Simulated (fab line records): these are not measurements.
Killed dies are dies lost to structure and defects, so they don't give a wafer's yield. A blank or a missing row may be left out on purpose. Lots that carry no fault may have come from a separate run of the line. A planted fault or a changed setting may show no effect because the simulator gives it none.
Which tool did it? || flow sky130 || 13 lots with 38 wafers sampled at 6 steps, on a route of 708 steps

## WHAT EACH GAUGE READ, for each wafer
SKY_SD_N_RS_MEAS_17: a four-point-probe measurement.
{"lot": "L739", "measured": "day 28 16:37", "on": "film_metro-03", "SD_P_RS (ohm/sq)": "147.4 147.2 146.8"}
{"lot": "L740", "measured": "day 28 19:28", "on": "film_metro-04", "SD_P_RS (ohm/sq)": "147.0 146.7 146.7"}
{"lot": "L742", "measured": "day 28 23:39", "on": "film_metro-04", "SD_P_RS (ohm/sq)": "146.8 146.9 146.9"}
{"lot": "L741", "measured": "day 29 01:17", "on": "film_metro-03", "SD_P_RS (ohm/sq)": "146.7 147.2 147.1"}
{"lot": "L744", "measured": "day 29 08:16", "on": "film_metro-01", "SD_P_RS (ohm/sq)": "146.6 146.6 146.9"}
{"lot": "L745", "measured": "day 30 16:29", "on": "film_metro-01", "SD_P_RS (ohm/sq)": "146.5 146.8"}
{"lot": "L747", "measured": "day 30 23:25", "on": "film_metro-01", "SD_P_RS (ohm/sq)": "146.9 146.7 147.0"}
{"lot": "L755", "measured": "day 33 06:52", "on": "film_metro-01", "SD_P_RS (ohm/sq)": "147.2 147.7 147.5"}
{"lot": "L754", "measured": "day 33 13:13", "on": "film_metro-01", "SD_P_RS (ohm/sq)": "146.3 146.9 146.4"}
{"lot": "L756", "measured": "day 33 20:08", "on": "film_metro-03", "SD_P_RS (ohm/sq)": "146.2 147.0 147.0"}
{"lot": "L757", "measured": "day 34 02:01", "on": "film_metro-03", "SD_P_RS (ohm/sq)": "147.0 147.1 147.4"}
{"lot": "L760", "measured": "day 34 22:41", "on": "film_metro-03", "SD_P_RS (ohm/sq)": "147.5 147.4 147.8"}
{"lot": "L762", "measured": "day 35 03:49", "on": "film_metro-01", "SD_P_RS (ohm/sq)": "146.8 147.0 147.2"}

SKY_LI_CONTACT_THK_MEAS_01.
{"lot": "L739", "measured": "day 28 16:57", "on": "film_metro-04", "LI_CONTACT_HDPCVD_THK (nm)": "933 921 925"}
{"lot": "L740", "measured": "day 28 19:48", "on": "film_metro-01", "LI_CONTACT_HDPCVD_THK (nm)": "937 927 922"}
{"lot": "L742", "measured": "day 29 00:01", "on": "film_metro-04", "LI_CONTACT_HDPCVD_THK (nm)": "918 937 1557"}
{"lot": "L741", "measured": "day 29 01:38", "on": "film_metro-04", "LI_CONTACT_HDPCVD_THK (nm)": "932 924 935"}
{"lot": "L744", "measured": "day 29 08:38", "on": "film_metro-03", "LI_CONTACT_HDPCVD_THK (nm)": "913 1568 922"}
{"lot": "L745", "measured": "day 30 16:50", "on": "film_metro-04", "LI_CONTACT_HDPCVD_THK (nm)": "929 1564"}
{"lot": "L747", "measured": "day 30 23:46", "on": "film_metro-03", "LI_CONTACT_HDPCVD_THK (nm)": "918 920 927"}
{"lot": "L755", "measured": "day 33 07:14", "on": "film_metro-01", "LI_CONTACT_HDPCVD_THK (nm)": "933 926 927"}
{"lot": "L754", "measured": "day 33 13:34", "on": "film_metro-03", "LI_CONTACT_HDPCVD_THK (nm)": "926 924 936"}
{"lot": "L756", "measured": "day 33 20:29", "on": "film_metro-01", "LI_CONTACT_HDPCVD_THK (nm)": "925 930 922"}
{"lot": "L757", "measured": "day 34 02:22", "on": "film_metro-03", "LI_CONTACT_HDPCVD_THK (nm)": "934 919 912"}
{"lot": "L760", "measured": "day 34 23:02", "on": "film_metro-01", "LI_CONTACT_HDPCVD_THK (nm)": "937 950 939"}
{"lot": "L762", "measured": "day 35 04:10", "on": "film_metro-04", "LI_CONTACT_HDPCVD_THK (nm)": "919 915 930"}

SKY_LI_CONTACT_CD_MEAS_12: the cd target is 170 nm.
{"lot": "L739", "measured": "day 29 21:53", "on": "cd_sem-02", "cd_nm (nm)": "169.8 169.5 170.3"}
{"lot": "L740", "measured": "day 30 00:59", "on": "cd_sem-01", "cd_nm (nm)": "169.2 169.7 170.9"}
{"lot": "L742", "measured": "day 30 05:38", "on": "cd_sem-02", "cd_nm (nm)": "168.2 168.5 167.8"}
{"lot": "L741", "measured": "day 30 06:59", "on": "cd_sem-02", "cd_nm (nm)": "169.6 168.8 170.1"}
{"lot": "L744", "measured": "day 30 12:59", "on": "cd_sem-02", "cd_nm (nm)": "168.2 169.1 168.5"}
{"lot": "L745", "measured": "day 31 20:52", "on": "cd_sem-01", "cd_nm (nm)": "169.1 169.1"}
{"lot": "L747", "measured": "day 32 03:54", "on": "cd_sem-02", "cd_nm (nm)": "170.0 168.5 169.4"}
{"lot": "L755", "measured": "day 34 10:05", "on": "cd_sem-02", "cd_nm (nm)": "167.9 169.5 168.2"}
{"lot": "L754", "measured": "day 34 16:05", "on": "cd_sem-01", "cd_nm (nm)": "171.2 170.7 168.5"}
{"lot": "L756", "measured": "day 34 23:28", "on": "cd_sem-02", "cd_nm (nm)": "170.6 169.5 169.1"}
{"lot": "L757", "measured": "day 35 04:59", "on": "cd_sem-02", "cd_nm (nm)": "169.9 170.5 169.6"}
{"lot": "L760", "measured": "day 36 01:22", "on": "cd_sem-02", "cd_nm (nm)": "169.8 168.6 168.7"}
{"lot": "L762", "measured": "day 36 06:26", "on": "cd_sem-02", "cd_nm (nm)": "168.9 168.8 169.4"}

SKY_LI_CONTACT_OVL_MEAS_13.
{"lot": "L739", "measured": "day 29 21:59", "on": "overlay-01", "LI_CONTACT_OVL (nm)": "1 5 5"}
{"lot": "L740", "measured": "day 30 01:04", "on": "overlay-02", "LI_CONTACT_OVL (nm)": "2 3 4"}
{"lot": "L742", "measured": "day 30 05:45", "on": "overlay-01", "LI_CONTACT_OVL (nm)": "-12 -9 -14"}
{"lot": "L741", "measured": "day 30 07:04", "on": "overlay-01", "LI_CONTACT_OVL (nm)": "1 -7 3"}
{"lot": "L744", "measured": "day 30 13:07", "on": "overlay-02", "LI_CONTACT_OVL (nm)": "5 4 -1"}
{"lot": "L745", "measured": "day 31 20:58", "on": "overlay-02", "LI_CONTACT_OVL (nm)": "-5 -3"}
{"lot": "L747", "measured": "day 32 04:01", "on": "overlay-02", "LI_CONTACT_OVL (nm)": "-5 0 3"}
{"lot": "L755", "measured": "day 34 10:13", "on": "overlay-01", "LI_CONTACT_OVL (nm)": "-5 -2 -3"}
{"lot": "L754", "measured": "day 34 16:12", "on": "overlay-02", "LI_CONTACT_OVL (nm)": "1 2 2"}
{"lot": "L756", "measured": "day 34 23:34", "on": "overlay-02", "LI_CONTACT_OVL (nm)": "3 2 -3"}
{"lot": "L757", "measured": "day 35 05:07", "on": "overlay-02", "LI_CONTACT_OVL (nm)": "10 7 8"}
{"lot": "L760", "measured": "day 36 01:28", "on": "overlay-02", "LI_CONTACT_OVL (nm)": "-1 1 -3"}
{"lot": "L762", "measured": "day 36 06:33", "on": "overlay-01", "LI_CONTACT_OVL (nm)": "-1 9 -2"}

## TOOL THAT RAN EACH LOT (tool first, then ch and the chambers of the sampled wafers, then the start)
{"lot": "L739", "SKY_LI_CONTACT_HDPCVD_00": "hdpcvd-01 ch 1,2, day 28 16:50", "SKY_LI_CONTACT_CMP_02": "cmp-02 ch 0,1, day 28 17:02"}
{"lot": "L740", "SKY_LI_CONTACT_HDPCVD_00": "hdpcvd-01 ch 1,2, day 28 19:40", "SKY_LI_CONTACT_CMP_02": "cmp-01 ch 1,2, day 28 19:50"}
{"lot": "L742", "SKY_LI_CONTACT_HDPCVD_00": "hdpcvd-01 ch 0,1,2, day 28 23:55", "SKY_LI_CONTACT_CMP_02": "cmp-02 ch 1,2,3, day 29 00:04"}
{"lot": "L741", "SKY_LI_CONTACT_HDPCVD_00": "hdpcvd-02 ch 0,1,2, day 29 01:31", "SKY_LI_CONTACT_CMP_02": "cmp-01 ch 2,3, day 29 01:40"}
{"lot": "L744", "SKY_LI_CONTACT_HDPCVD_00": "hdpcvd-01 ch 1,2, day 29 08:31", "SKY_LI_CONTACT_CMP_02": "cmp-02 ch 0,2,3, day 29 08:41"}
{"lot": "L745", "SKY_LI_CONTACT_HDPCVD_00": "hdpcvd-01 ch 0,1, day 30 16:43", "SKY_LI_CONTACT_CMP_02": "cmp-02 ch 1,2, day 30 16:53"}
{"lot": "L747", "SKY_LI_CONTACT_HDPCVD_00": "hdpcvd-02 ch 0,1,2, day 30 23:40", "SKY_LI_CONTACT_CMP_02": "cmp-01 ch 0,1,2, day 30 23:50"}
{"lot": "L755", "SKY_LI_CONTACT_HDPCVD_00": "hdpcvd-02 ch 0,1,2, day 33 07:08", "SKY_LI_CONTACT_CMP_02": "cmp-01 ch 0,1, day 33 07:17"}
{"lot": "L754", "SKY_LI_CONTACT_HDPCVD_00": "hdpcvd-01 ch 0,1, day 33 13:28", "SKY_LI_CONTACT_CMP_02": "cmp-01 ch 1,2,3, day 33 13:41"}
{"lot": "L756", "SKY_LI_CONTACT_HDPCVD_00": "hdpcvd-02 ch 0,2, day 33 20:22", "SKY_LI_CONTACT_CMP_02": "cmp-02 ch 1,3, day 33 20:32"}
{"lot": "L757", "SKY_LI_CONTACT_HDPCVD_00": "hdpcvd-01 ch 0,2, day 34 02:16", "SKY_LI_CONTACT_CMP_02": "cmp-01 ch 1,2, day 34 02:26"}
{"lot": "L760", "SKY_LI_CONTACT_HDPCVD_00": "hdpcvd-01 ch 1,2, day 34 22:55", "SKY_LI_CONTACT_CMP_02": "cmp-02 ch 0,2, day 34 23:08"}
{"lot": "L762", "SKY_LI_CONTACT_HDPCVD_00": "hdpcvd-01 ch 0,1,2, day 35 04:04", "SKY_LI_CONTACT_CMP_02": "cmp-02 ch 1,2, day 35 04:14"}
- SKY_LI_CONTACT_HDPCVD_00: deposits PSG, target thk 930 nm, time 155 s.
- SKY_LI_CONTACT_CMP_02: polishes PSG.

## WHAT THE TOOLS THEMSELVES READ (means of the sampled wafers that have a number; where no wafer has one, the mark that the record gives instead)
SKY_LI_CONTACT_HDPCVD_00.
{"lot": "L739", "tool": "hdpcvd-01", "run_length_s (s)": 183.2}
{"lot": "L740", "tool": "hdpcvd-01", "run_length_s (s)": 182.9}
{"lot": "L742", "tool": "hdpcvd-01", "run_length_s (s)": 218.4}
{"lot": "L741", "tool": "hdpcvd-02", "run_length_s (s)": 182.1}
{"lot": "L744", "tool": "hdpcvd-01", "run_length_s (s)": 218.8}
{"lot": "L745", "tool": "hdpcvd-01", "run_length_s (s)": 235.6}
{"lot": "L747", "tool": "hdpcvd-02", "run_length_s (s)": 182.1}
{"lot": "L755", "tool": "hdpcvd-02", "run_length_s (s)": 182.0}
{"lot": "L754", "tool": "hdpcvd-01", "run_length_s (s)": 182.4}
{"lot": "L756", "tool": "hdpcvd-02", "run_length_s (s)": 182.2}
{"lot": "L757", "tool": "hdpcvd-01", "run_length_s (s)": 182.7}
{"lot": "L760", "tool": "hdpcvd-01", "run_length_s (s)": 182.9}
{"lot": "L762", "tool": "hdpcvd-01", "run_length_s (s)": 182.8}

SKY_LI_CONTACT_CMP_02.
{"lot": "L739", "tool": "cmp-02", "head_pressure_psi (psi)": 4.001, "motor_current_A (A)": 12.8, "time_to_endpoint_s (s)": 31.9}
{"lot": "L740", "tool": "cmp-01", "head_pressure_psi (psi)": 4.011, "motor_current_A (A)": 14.9, "time_to_endpoint_s (s)": 29.4}
{"lot": "L742", "tool": "cmp-02", "head_pressure_psi (psi)": 3.998, "motor_current_A (A)": 12.8, "time_to_endpoint_s (s)": 48.1}
{"lot": "L741", "tool": "cmp-01", "head_pressure_psi (psi)": 3.999, "motor_current_A (A)": 14.2, "time_to_endpoint_s (s)": 30.0}
{"lot": "L744", "tool": "cmp-02", "head_pressure_psi (psi)": 3.995, "motor_current_A (A)": 12.0, "time_to_endpoint_s (s)": 50.6}
{"lot": "L745", "tool": "cmp-02", "head_pressure_psi (psi)": 4.005, "motor_current_A (A)": 12.2, "time_to_endpoint_s (s)": 60.4}
{"lot": "L747", "tool": "cmp-01", "head_pressure_psi (psi)": 3.999, "motor_current_A (A)": 12.8, "time_to_endpoint_s (s)": 29.4}
{"lot": "L755", "tool": "cmp-01", "head_pressure_psi (psi)": 3.999, "motor_current_A (A)": 10.3, "time_to_endpoint_s (s)": 28.1}
{"lot": "L754", "tool": "cmp-01", "head_pressure_psi (psi)": 3.995, "motor_current_A (A)": 13.8, "time_to_endpoint_s (s)": 30.0}
{"lot": "L756", "tool": "cmp-02", "head_pressure_psi (psi)": 4.006, "motor_current_A (A)": 13.8, "time_to_endpoint_s (s)": 28.8}
{"lot": "L757", "tool": "cmp-01", "head_pressure_psi (psi)": 3.991, "motor_current_A (A)": 13.2, "time_to_endpoint_s (s)": 29.9}
{"lot": "L760", "tool": "cmp-02", "head_pressure_psi (psi)": 4.001, "motor_current_A (A)": 11.2, "time_to_endpoint_s (s)": 32.6}
{"lot": "L762", "tool": "cmp-02", "head_pressure_psi (psi)": 3.997, "motor_current_A (A)": 12.8, "time_to_endpoint_s (s)": 29.8}

## THE ANSWER, worked out from the rows above alone
Rule: the usual values come from the lots themselves. The widest of any qualifying gaps counts: lots, ordered by their means at a reading, are off when they make up no more than a third of the lots, leave a main group of 4 or more, and stand apart from it by 3 or more times the standard deviation of that group's means. Not used: any main group whose means are identical at the precision the tables above print for the reading. Also off: a lot with no number at a reading for which 4 or more lots have one. Any other lot the step has rows for is counted as sound. First the gauges in route order, then the tools' own readings, where a lot's mean is used as printed above. At the first step where some lot is off, the reading lying furthest off is the one used; lots without a number count as furthest.
Off: at SKY_LI_CONTACT_THK_MEAS_01 (LI_CONTACT_HDPCVD_THK), L742, L744, L745. The main group has a mean of 928 nm with a standard deviation of 5.8.
If a tool, at a process step before that reading, ran all the lots that are off and no sound lot after the first of them, it fits. The gauges at SKY_LI_CONTACT_THK_MEAS_01 aren't tried: what is off there is off at SKY_LI_CONTACT_HDPCVD_00 too, on other tools, and a gauge's error can't cause that. Of those tried, none fits.

## WHAT THE SIMULATOR HAD PUT IN
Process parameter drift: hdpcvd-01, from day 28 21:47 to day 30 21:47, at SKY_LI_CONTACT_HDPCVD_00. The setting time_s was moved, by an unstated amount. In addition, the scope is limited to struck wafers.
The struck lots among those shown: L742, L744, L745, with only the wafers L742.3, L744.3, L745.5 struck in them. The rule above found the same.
